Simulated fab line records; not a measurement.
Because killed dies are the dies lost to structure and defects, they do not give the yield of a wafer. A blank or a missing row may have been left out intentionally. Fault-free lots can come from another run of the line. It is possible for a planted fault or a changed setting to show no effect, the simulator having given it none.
Code-filled problem report in 8D (eight disciplines) form ; flow sky130 ; the parts of the form that need people (team, actions taken, sign-off) are left out

## 1. THE ISSUE
LDD_HVP_TW at SKY_LDD_HVP_TW_MEAS_10 reads a mean of 412 on 6 wafers of 2 lots; wafers without a fault read 458 with a standard deviation of 3.9. That puts it -12 standard deviations away from the usual mean.
Earliest sighting: wafer L684.2 on film metro-03 at day 24 20:32. The record has a number at this step for 36 wafers belonging to 12 lots. The rule behind "out" and "out of limits": a value lying over 4 standard deviations away from the usual mean. Any other wafer with a number is counted as sound.

## 2. WHAT IT IS AND WHAT IT IS NOT
question;is;is not
which readings at this step;LDD_HVP_TW;-
which lots;L684, L685;L675, L677, L678, L680, L683, L687, L693, L694, L696, L697
which wafers of those lots;all that have a number;-
read on which gauges;film metro-03;film metro-01, film metro-04
when;from day 24 20:32;"up to then (15 sound wafers); but 15 sound wafers of L687, L693, L694, L696, L697 came after"

## 3. SUSPECTS, AND WHAT RULES EACH OUT
Counting: a tool at any process step up to the reading remains a suspect when it ran all the lots that are out and ran no sound lot after the first of those.
- the gauge at SKY_LDD_HVP_TW_MEAS_10 is ruled out. All the wafers that are out were read on film metro-03, but those of them that SKY_LDD_HVP_IMPLANT_08 has rows for are out there too, on other tools.
- implanter-02 at SKY_LDD_HVP_IMPLANT_08: ruled out as a lasting fault. Following L684 (day 24 20:18), the first lot on it that is out, the sound lots L696, L697 were run on it.
Left after counting: nothing in the record.

## 4. THE CAUSE (what the simulator had put in)
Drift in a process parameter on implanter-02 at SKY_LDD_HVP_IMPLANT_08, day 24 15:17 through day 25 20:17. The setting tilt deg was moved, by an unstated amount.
The count ruled it out by mistake, since the rule takes a fault to strike every lot its tool runs from the start of the fault on, and this one did not do so.

## 5. THE CHAIN OF EFFECTS, in route order
Rows list readings where the struck wafers' mean (over those with a number) sits beyond 3 standard deviations from the usual. Only readings for which the record gives a usual standard deviation are gone through. hours: the time from each lot's start at the first step in this table that gives one to its start at this step, as a median over the lots. sigmas: the change in usual standard deviations.
hours;step;reading;usual;on struck wafers;change;sigmas
0;SKY_LDD_HVP_IMPLANT_08;tilt deg;17.900 degrees;0.016;-17.884;-99 or more
0;SKY_LDD_HVP_TW_MEAS_10;LDD_HVP_TW;458;412;-46;-12
Process steps it contains:
- SKY_LDD_HVP_IMPLANT_08
At these later measuring or inspecting steps, every struck wafer for which the step has a row has a number for every such reading, and none has moved that far: SKY_SD_P_CD_MEAS_07, SKY_SD_P_OVL_MEAS_08.

## 6. WHAT WOULD HAVE CAUGHT IT SOONER
5 hours passed between the start of the fault at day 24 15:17 and the first reading out of limits at a measuring or inspecting step in this record, taken at day 24 20:32.
Tool's own readings at SKY_LDD_HVP_IMPLANT_08, tilt deg: out on all struck wafers the step has rows for; an alarm limit on them would have tripped on the first.
